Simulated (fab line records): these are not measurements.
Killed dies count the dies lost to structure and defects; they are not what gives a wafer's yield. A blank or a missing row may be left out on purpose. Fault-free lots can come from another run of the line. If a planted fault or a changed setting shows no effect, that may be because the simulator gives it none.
Matching of chambers :: flow sfq-line :: pecvd-02 running SFQ_TRILAYER_I4_DEP_PECVD_099: 3 sister chambers
The step deposits SiO2 from SiH4/N2O, time 111.11 s, target thk 500 nm. 6 wafers are shown with their chamber, then 9 later ones without.

## WAFERS WITH THEIR CHAMBER
wafer: L177.4
chamber: 2
heater-power-w (W): 102
showerhead-vpp-V (V): 785

wafer: L179.1
chamber: 1
heater-power-w (W): 65
showerhead-vpp-V (V): 829

wafer: L179.4
chamber: 1
heater-power-w (W): 52
showerhead-vpp-V (V): 812

wafer: L182.3
chamber: 0
heater-power-w (W): 69
showerhead-vpp-V (V): 815

wafer: L182.4
chamber: 2
heater-power-w (W): 105
showerhead-vpp-V (V): 785

wafer: L182.6
chamber: 0
heater-power-w (W): 71
showerhead-vpp-V (V): 818

## WAFERS WITH NO CHAMBER GIVEN
wafer: L185.1
heater-power-w (W): 69
showerhead-vpp-V (V): 818

wafer: L185.2
heater-power-w (W): 103
showerhead-vpp-V (V): 780

wafer: L185.5
heater-power-w (W): 73
showerhead-vpp-V (V): 815

wafer: L190.3
heater-power-w (W): 62
showerhead-vpp-V (V): 805

wafer: L190.4
heater-power-w (W): 64
showerhead-vpp-V (V): 820

wafer: L190.6
heater-power-w (W): 65
showerhead-vpp-V (V): 797

wafer: L191.3
heater-power-w (W): 71
showerhead-vpp-V (V): 813

wafer: L191.4
heater-power-w (W): 60
showerhead-vpp-V (V): 821

wafer: L191.6
heater-power-w (W): 73
showerhead-vpp-V (V): 806

## WHICH CHAMBER EACH ONE RAN IN
wafer: L185.1
from the rows above: can't be placed: 0 or 1
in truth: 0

wafer: L185.2
from the rows above: 2
in truth: 2

wafer: L185.5
from the rows above: 0
in truth: 0

wafer: L190.3
from the rows above: can't be placed: 0 or 1
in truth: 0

wafer: L190.4
from the rows above: can't be placed: 1 or 0
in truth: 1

wafer: L190.6
from the rows above: can't be placed: 0 or 1
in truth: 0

wafer: L191.3
from the rows above: can't be placed: 0 or 1
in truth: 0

wafer: L191.4
from the rows above: can't be placed: 1 or 0
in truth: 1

wafer: L191.6
from the rows above: can't be placed: 0 or 1
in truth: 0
2 of 9 placed correctly. These rows do not allow placing 7 (true chamber among the candidates in 7). 0 placed wrongly.
How it was worked out, from the rows above alone: a wafer's distance from a chamber is the root of the sum, over the readings, of the square of ((its reading less the chamber's mean) divided by the reading's scatter). The wafer belongs to the nearest chamber; if the next one is less than 2 further off, it can't be placed. A chamber's mean is the mean of its shown wafers. The scatter: take each reading less its chamber's mean, square it, sum over the shown wafers, divide by the number of wafers less the number of chambers, and take the root.
